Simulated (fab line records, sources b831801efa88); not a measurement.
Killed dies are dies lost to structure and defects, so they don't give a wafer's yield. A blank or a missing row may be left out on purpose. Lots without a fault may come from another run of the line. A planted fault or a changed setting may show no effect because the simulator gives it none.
fab line records | flow sky130
record lots=6 wafers=18 last_day=50
route steps=708 shown RES_XHIGH@339 SD_N@342 PAD_OPEN@708
lots that met no fault: from a run of the same line without faults
start_h: hours from the record's first day to the start of the lot's first wafer shown | wait_h: hours since the lot's step before | " the same as in the row above | L1.1+2: a row that stands for several wafers | - no value, or no start given | * or withheld: withheld | < > ~ a bound
route shown NAME@n: a module of which the file shows steps, and the number in the route of the first | usual: mean/standard deviation of fault-free wafers | same: alike in all rows | chamber/n: place in a boat | sites: the reading at each site | _std_site: their standard deviation | _edge_site: outer sites' mean less inner sites' | radius_mm: how far each site lies from the wafer's centre | mask NAME#n: copy n | behind: the tool/chamber that last shaped the wafer | hold: why the lot was held/for how many hours/how that ended | device: the transistor (n, p or np) that didn't switch | end of line: the same wafers' tests at the end of the route | a step without rows: its recipe alone | killed: dies lost to structure and defects at the first sort, not the wafer's yield | map: a wafer's dies, x killed, . not, _ none there
set.NAME: the setting as run; set.NAME@STEP: as run at that earlier step | model.NAME: the simulator's own value behind a step, which no gauge read
lots at some steps of the route; a table a step, a row a wafer
services: from which hour (start_h, from the record's first day; less than 0 if before it) a tool's chamber was out of use, for how many hours, and why
## steps
# step SKY_RES_XHIGH_IMPLANT_07
# recipe species=BF2 energy_kev=20.1 dose_cm2=3.6e+14 tilt_deg=0
# step SKY_RES_XHIGH_STRIP_08
# recipe chemistry=O2/N2 power_w=1400 pressure_mtorr=1500 platen_temp_c=withheld o2_flow_sccm=3000 n2_flow_sccm=300 overash_fraction=0.5
# usual drypump_motor_current_A=5.8/0.44 oes_product_au=0.711/0.005 strip_time_to_endpoint_s=14.28/0.044
# columns lot.wafer tool chamber start_h wait_h drypump_motor_current_A oes_product_au rf_hours_counter_h strip_time_to_endpoint_s
L822.3 plasma_asher-03 1 685.33 0.1 6.1 0.710 - 14.28
L822.5 " 1 " " 6.1 0.713 - 14.25
L822.6 " 0 " " 5.0 0.706 - 14.29
L824.4 plasma_asher-03 1 703.13 0.1 6.1 0.713 - 14.30
L824.5 " 0 " " 5.0 0.710 - 14.33
L824.6 " 1 " " 6.1 0.707 - 14.28
L829.1 plasma_asher-04 1 733.90 0.1 5.8 0.715 61 14.23
L829.3 " 1 " " 5.8 0.721 - 14.18
L829.4 " 0 " " 6.3 0.710 - 14.17
L831.1 plasma_asher-03 0 748.70 0.1 4.9 0.708 31 14.29
L831.2 " 1 " " 6.1 0.709 31 14.23
L831.5 " 1 " " 6.1 0.717 - 14.25
L835.2 plasma_asher-02 1 802.09 0.1 5.8 0.711 6 14.30
L835.4 " 0 " " 6.0 0.711 - 14.32
L835.6 " 1 " " 5.7 0.716 - 14.27
L837.1 plasma_asher-03 1 807.00 0.1 6.0 0.707 36 14.27
L837.2 " 0 " " 4.9 0.708 36 14.26
L837.3 " 0 " " 4.9 0.716 - 14.30
# step SKY_RES_XHIGH_TW_MEAS_09
# usual RES_XHIGH_TW=1656/16
# columns lot.wafer tool chamber start_h wait_h RES_XHIGH_TW
L822.3 film_metro-03 - 685.42 0.1 1660
L822.5 " - " " 1662
L822.6 " - " " 1663
L824.4 film_metro-02 - 703.23 0.1 1669
L824.5 " - " " 1674
L824.6 " - " " 1675
L829.1 film_metro-03 - 734.00 0.1 1654
L829.3 " - " " 1660
L829.4 " - " " 1648
L831.1 film_metro-02 - 748.85 0.1 1677
L831.2 " - " " 1688
L831.5 " - " " 1675
L835.2 film_metro-03 - 802.20 0.1 1653
L835.4 " - " " 1659
L835.6 " - " " 1664
L837.1 film_metro-01 - 807.10 0.1 1642
L837.2 " - " " 1641
L837.3 " - " " 1641
# step SKY_SD_N_DEHYDRATE_00
# recipe temp_c=200 time_s=60
# step SKY_SD_N_HMDS_01
# recipe prime_time_s=60 prime_temp_c=120
# step SKY_SD_N_COAT_02
# recipe resist=NOVOLAK spin_rpm=3000 resist_thk_nm=1140
# step SKY_SD_N_SOFTBAKE_03
# recipe temp_c=90 time_s=60 resist=NOVOLAK
# step SKY_SD_N_EXPOSE_04
# recipe mask_id=NSDM na=0.6 source_shape=conventional sigma_outer=0.6 polarization=unpolarized target_cd_nm=380 dose_mj=141
# step SKY_SD_N_PEB_05
# recipe temp_c=withheld time_s=* resist=NOVOLAK
# step SKY_SD_N_DEVELOP_06
# recipe resist=NOVOLAK developer=TMAH develop_time_s=60 dev_temp_c=23
# step SKY_SD_N_CD_MEAS_07
# recipe target_cd_nm=380
# usual cd_nm=380.9/2.7
# columns lot.wafer tool chamber start_h wait_h cd_nm
L822.3 cd_sem-02 - 712.33 0.1 376.2
L822.5 " - " " 376.3
L822.6 " - " " 374.0
L824.4 cd_sem-01 - 727.15 0.1 380.7
L824.5 " - " " 382.3
L824.6 " - " " 381.6
L829.1 cd_sem-02 - 760.44 0.1 382.0
L829.3 " - " " 380.7
L829.4 " - " " 382.7
L831.1 cd_sem-01 - 775.15 0.1 381.9
L831.2 " - " " 383.8
L831.5 " - " " 382.1
L835.2 cd_sem-01 - 827.76 0.1 379.8
L835.4 " - " " 380.9
L835.6 " - " " 380.7
L837.1 cd_sem-02 - 832.20 0.1 381.4
L837.2 " - " " 382.0
L837.3 " - " " 382.0
# step SKY_SD_N_OVL_MEAS_08
# usual SD_N_OVL=-0.6/1.2
# columns lot.wafer tool chamber start_h wait_h SD_N_OVL[nm]
L822.3 overlay-01 - 712.42 0.1 -0.1
L822.5 " - " " -1.0
L822.6 " - " " -0.6
L824.4 overlay-02 - 727.23 0.1 -0.7
L824.5 " - " " -0.1
L824.6 " - " " -0.4
L829.1 overlay-01 - 760.56 0.1 -1.4
L829.3 " - " " -0.9
L829.4 " - " " -0.2
L831.1 overlay-02 - 775.27 0.1 -1.3
L831.2 " - " " -2.6
L831.5 " - " " -1.3
L835.2 overlay-02 - 827.86 0.1 -1.3
L835.4 " - " " -1.6
L835.6 " - " " -0.9
L837.1 overlay-01 - 832.32 0.1 -1.3
L837.2 " - " " -1.3
L837.3 " - " " -1.0
# step SKY_SD_N_IMPLANT_09
# recipe species=As energy_kev=50 dose_cm2=4e+15 tilt_deg=0
# usual beam_energy_keV=50.002/0.017 beam_on_s=21.3/2.7
# same implant_ion_amu=75
# columns lot.wafer tool chamber start_h wait_h beam_energy_keV beam_on_s model.implant.rp_nm model.implant.drp_nm
L822.3 implanter-04 0 712.49 0.1 50.016 24.2 32.21 14.11
L822.5 " 0 " " 50.015 23.3 32.21 14.11
L822.6 " 0 " " 50.040 23.4 32.21 14.11
L824.4 implanter-02 0 727.32 0.1 50.013 21.6 32.87 14.11
L824.5 " 0 " " 49.981 21.6 32.87 14.11
L824.6 " 0 " " 50.002 21.7 32.87 14.11
L829.1 implanter-02 0 760.59 0.0 67.911 21.7 41.63 17.81
L829.3 " 0 " " 67.896 20.7 41.63 17.81
L829.4 " 0 " " 67.908 21.5 41.63 17.81
L831.1 implanter-02 0 775.30 0.0 67.897 22.4 42.04 17.81
L831.2 " 0 " " 67.889 21.2 42.04 17.81
L831.5 " 0 " " 67.903 21.8 42.04 17.81
L835.2 implanter-04 0 827.92 0.0 50.023 23.6 32.93 14.11
L835.4 " 0 " " 50.013 25.2 32.93 14.11
L835.6 " 0 " " 49.995 24.2 32.93 14.11
L837.1 implanter-04 0 832.47 0.1 50.004 24.0 32.06 14.11
L837.2 " 0 " " 49.994 22.9 32.06 14.11
L837.3 " 0 " " 50.013 23.8 32.06 14.11
# step SKY_SD_N_IMPLANT_10
# recipe species=P energy_kev=20 dose_cm2=1e+14 tilt_deg=0
# step SKY_SD_N_STRIP_11
# recipe chemistry=O2/N2 power_w=1400 pressure_mtorr=1500 platen_temp_c=withheld o2_flow_sccm=3000 n2_flow_sccm=300 overash_fraction=0.5
# usual drypump_motor_current_A=5.96/0.21 oes_product_au=0.528/0.0051 strip_time_to_endpoint_s=22.55/0.035
# columns lot.wafer tool chamber start_h wait_h drypump_motor_current_A oes_product_au rf_hours_counter_h strip_time_to_endpoint_s
L822.3 plasma_asher-02 0 712.78 0.1 6.03 0.540 - 22.54
L822.5 " 1 " " 5.76 0.524 - 22.59
L822.6 " 0 " " 6.05 0.521 - 22.58
L824.4 plasma_asher-04 1 727.58 0.1 5.77 0.522 - 22.57
L824.5 " 1 " " 5.82 0.533 - 22.60
L824.6 " 0 " " 6.26 0.525 - 22.57
L829.1 plasma_asher-04 0 760.89 0.1 6.26 0.498 64 25.25
L829.3 " 0 " " 6.28 0.499 - 25.29
L829.4 " 1 " " 5.81 0.511 - 25.24
L831.1 plasma_asher-04 1 775.60 0.1 5.78 0.496 65 25.20
L831.2 " 0 " " 6.25 0.494 65 25.23
L831.5 " 1 " " 5.76 0.497 - 25.22
L835.2 plasma_asher-01 1 828.19 0.1 5.73 0.537 99 22.50
L835.4 " 1 " " 5.69 0.525 - 22.51
L835.6 " 1 " " 5.69 0.523 - 22.52
L837.1 plasma_asher-04 1 832.77 0.1 5.81 0.526 72 22.62
L837.2 " 0 " " 6.27 0.519 72 22.57
L837.3 " 0 " " 6.26 0.530 - 22.55
# step SKY_SD_N_TW_MEAS_12
# usual SD_N_TW=4020/53
# columns lot.wafer tool chamber start_h wait_h hold SD_N_TW
L822.3 film_metro-02 - 712.86 0.1 - 4046
L822.5 " - " " - 4077
L822.6 " - " " - 4048
L824.4 film_metro-01 - 727.67 0.1 - 3944
L824.5 " - " " - 3957
L824.6 " - " " - 3962
L829.1 film_metro-03 - 760.99 0.1 await_dispo/0.2h/release 4389
L829.3 " - " " await_dispo/0.2h/release 4366
L829.4 " - " " await_dispo/0.2h/release 4355
L829.1 film_metro-03 - 761.26 0.3 - 4384
L829.3 " - " " - 4388
L829.4 " - " " - 4365
L831.1 film_metro-03 - 775.70 0.1 await_dispo/0.2h/release 4349
L831.2 " - " " await_dispo/0.2h/release 4349
L831.5 " - " " await_dispo/0.2h/release 4363
L831.1 film_metro-03 - 776.05 0.3 - 4370
L831.2 " - " " - 4372
L831.5 " - " " - 4384
L835.2 film_metro-01 - 828.30 0.1 - 3955
L835.4 " - " " - 3973
L835.6 " - " " - 3956
L837.1 film_metro-02 - 832.87 0.1 - 4066
L837.2 " - " " - 4071
L837.3 " - " " - 4079
# step SKY_SD_N_RTA_14
# recipe temp_c=1075 time_s=2 idle_temp_c=650 ramp_up_c_per_s=150 ramp_down_c_per_s=90 ambient=N2
# usual lamp_power_pct=15.73/0.052 wafer_temp_C_max=1078.0/1.4
# columns lot.wafer tool chamber start_h wait_h lamp_power_pct wafer_temp_C_max
L822.3 rtp_anneal-01 0 712.97 0.0 15.78 1079.3
L822.5 " 0 " " 15.79 1078.4
L822.6 " 0 " " 15.78 1076.4
L824.4 rtp_anneal-01 0 727.79 0.0 15.81 1078.8
L824.5 " 0 " " 15.70 1077.1
L824.6 " 0 " " 15.88 1077.6
L829.1 rtp_anneal-02 0 762.93 0.0 15.70 1082.3
L829.3 " 0 " " 15.76 1077.2
L829.4 " 0 " " 15.80 1076.7
L831.1 rtp_anneal-02 0 776.97 0.0 15.64 1077.1
L831.2 " 0 " " 15.72 1076.0
L831.5 " 0 " " 15.66 1077.7
L835.2 rtp_anneal-01 0 828.41 0.0 15.77 1080.1
L835.4 " 0 " " 15.76 1077.5
L835.6 " 0 " " 15.59 1074.9
L837.1 rtp_anneal-01 0 832.98 0.0 15.70 1076.2
L837.2 " 0 " " 15.74 1081.5
L837.3 " 0 " " 15.72 1077.1
# step SKY_SD_N_RS_MEAS_16
# recipe thk_meas_gauge=four-point-probe
# usual SD_N_RS=68.58/0.13
# columns lot.wafer tool chamber start_h wait_h hold SD_N_RS[ohm/sq]
L822.3 film_metro-01 - 713.17 0.1 - 68.60
L822.5 " - " " - 68.50
L822.6 " - " " - 68.46
L824.4 film_metro-02 - 728.00 0.1 - 68.47
L824.5 " - " " - 68.56
L824.6 " - " " - 68.57
L829.1 film_metro-01 - 763.10 0.1 await_dispo/0.2h/release 58.20
L829.3 " - " " await_dispo/0.2h/release 58.20
L829.4 " - " " await_dispo/0.2h/release 58.19
L829.1 film_metro-01 - 763.39 0.3 - 58.24
L829.3 " - " " - 58.13
L829.4 " - " " - 58.27
L831.1 film_metro-01 - 777.14 0.1 await_dispo/0.2h/release 58.31
L831.2 " - " " await_dispo/0.2h/release 58.28
L831.5 " - " " await_dispo/0.2h/release 58.22
L831.1 film_metro-01 - 777.60 0.4 - 58.24
L831.2 " - " " - 58.29
L831.5 " - " " - 58.24
L835.2 film_metro-02 - 828.60 0.1 - 68.45
L835.4 " - " " - 68.35
L835.6 " - " " - 68.65
L837.1 film_metro-02 - 833.19 0.1 - 68.44
L837.2 " - " " - 68.48
L837.3 " - " " - 68.41
# step SKY_PAD_OPEN_PROBE_99
# usual defect_limited_yield=82.6/2 killed_at_M0_to_M3=43/7.3 killed_at_M4_up=3.1/1.7 killed_at_contacts=24/4.7 killed_at_front_end=15/4.6 killed_at_other=0.3/0.55 killed_dies=86/9.7 killed_open=47/6.7 killed_short=39/6.5 sort_bin_3_pad_short=0.9/0.41 sort_bin_5_function=10.3/1.5 sort_bin_6_memory=6.2/1.1 sort_n_pass=406/9.7 sort_yield_pct=82.6/2
# same gross_dies=492 killed_at_back_side=0 sort_bin_4_leakage[%]=0 sort_bin_8_speed[%]=0
# columns lot.wafer tool chamber start_h wait_h defect_limited_yield[%] killed_at_M0_to_M3 killed_at_M4_up killed_at_contacts killed_at_front_end killed_at_other killed_dies killed_open killed_short sort_bin_3_pad_short[%] sort_bin_5_function[%] sort_bin_6_memory[%] sort_n_pass sort_yield_pct[%]
L824.4 prober-01 - 1129.98 0.2 78.3 50 6 38 13 0 107 52 55 1.4 12.2 8.1 385 78.3
L824.5 prober-01 - 1130.03 0.2 84.1 36 4 24 14 0 78 42 36 0.6 8.3 6.9 414 84.1
L824.6 prober-01 - 1130.08 0.2 82.3 37 4 26 19 1 87 47 40 0.8 9.8 7.1 405 82.3
L835.2 prober-01 - 1197.36 0.1 84.8 36 3 24 12 0 75 31 44 1.2 8.7 5.3 417 84.8
L835.4 prober-01 - 1197.46 0.2 81.3 46 0 21 24 1 92 53 39 1.0 9.8 7.9 400 81.3
L835.6 prober-01 - 1197.56 0.2 81.7 29 6 32 23 0 90 48 42 1.2 10.6 6.5 402 81.7
# killed by level:class
L824.4 LI_CONTACT:geometric_particle:open=11 CONTACT:geometric_particle:open=11 VIA1:geometric_particle:open=10 VIA1:geometric_particle:short=8 METAL1:geometric_particle:short=7 LOCAL_INTERCONNECT:geometric_particle:short=6 CONTACT:geometric_particle:short=5 POLY_GATE:geometric_particle:short=5
L824.5 CONTACT:geometric_particle:open=10 VIA1:geometric_particle:open=8 METAL2:geometric_particle:short=7 FIELD_ISO:geometric_particle:open=5 CONTACT:geometric_particle:short=5 FIELD_ISO:geometric_particle:short=4 VIA3:geometric_particle:open=4 VIA2:geometric_particle:open=4
L824.6 LI_CONTACT:geometric_particle:open=10 CONTACT:geometric_particle:open=8 FIELD_ISO:geometric_particle:open=7 VIA1:geometric_particle:open=6 FIELD_ISO:geometric_particle:short=5 VIA2:geometric_particle:open=5 VIA2:geometric_particle:short=4 VIA3:geometric_particle:short=4
L835.2 LOCAL_INTERCONNECT:geometric_particle:short=12 VIA1:geometric_particle:open=9 VIA1:geometric_particle:short=6 CONTACT:geometric_particle:open=5 VIA2:geometric_particle:open=4 METAL1:geometric_particle:short=4 VIA3:geometric_particle:open=4 POLY_GATE:geometric_particle:open=3
L835.4 VIA1:geometric_particle:open=12 LI_CONTACT:geometric_particle:open=9 VIA2:geometric_particle:open=8 POLY_GATE:geometric_particle:short=7 METAL2:geometric_particle:short=6 CONTACT:geometric_particle:open=5 VIA3:geometric_particle:open=5 FIELD_ISO:geometric_particle:short=4
L835.6 CONTACT:geometric_particle:open=10 VIA1:geometric_particle:open=8 FIELD_ISO:geometric_particle:open=7 LI_CONTACT:geometric_particle:open=7 LOCAL_INTERCONNECT:geometric_particle:short=7 FIELD_ISO:geometric_particle:short=5 CONTACT:geometric_particle:short=5 POLY_GATE:geometric_particle:open=4
## services
# columns tool chamber start_h hours kind
implanter-02 - 684.65 3.9 pm
implanter-04 - 689.33 2.6 repair
implanter-04 - 697.89 7.5 pm
plasma_asher-02 - 733.75 9.0 pm
plasma_asher-02 0 733.75 9.0 vent_cycle
plasma_asher-02 1 733.75 9.0 vent_cycle
plasma_asher-03 - 734.14 3.5 repair
plasma_asher-04 - 739.09 2.0 repair
plasma_asher-02 0 742.75 - clean
plasma_asher-02 1 742.75 - clean
plasma_asher-02 - 744.18 2.7 repair
plasma_asher-01 - 749.83 0.6 repair
implanter-02 - 761.84 2.0 repair
implanter-04 - 807.26 0.8 repair
plasma_asher-03 - 814.14 14.6 pm
rtp_anneal-02 - 815.82 43.7 pm
plasma_asher-01 - 823.15 2.8 pm
implanter-02 - 825.90 20.5 repair
## key
first_sign step=SKY_SD_N_IMPLANT_09 reading=beam_energy_keV direction=up sigmas=99+ usual=* struck=*
effect step=SKY_SD_N_STRIP_11 reading=strip_time_to_endpoint_s direction=up sigmas=77 usual=* struck=*
effect step=SKY_SD_N_TW_MEAS_12 reading=visit direction=added
effect step=SKY_SD_N_TW_MEAS_12 reading=SD_N_TW direction=up sigmas=6.5 usual=4020 struck=4362
effect step=SKY_SD_N_RS_MEAS_16 reading=visit direction=added
effect step=SKY_SD_N_RS_MEAS_16 reading=SD_N_RS direction=down sigmas=78 usual=68.58 struck=58.23
model_effect step=SKY_SD_N_IMPLANT_09 value=implant.rp_nm without=32.46 struck=41.84
met_at SKY_SD_N_IMPLANT_09
struck_wafers L829.1,L829.3,L829.4,L831.1,L831.2,L831.5
scrapped_behind SKY_SD_N_RS_MEAS_16 L829.1,L829.3,L829.4,L831.1,L831.2,L831.5
onset_between 727.32 760.59
fault kind=process_parameter_drift tool=implanter-02 chamber=- onset_h=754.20 steps=SKY_SD_N_IMPLANT_09 channel=energy_kev offset=* shape=step end_h=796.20 acts_in=* stated=*
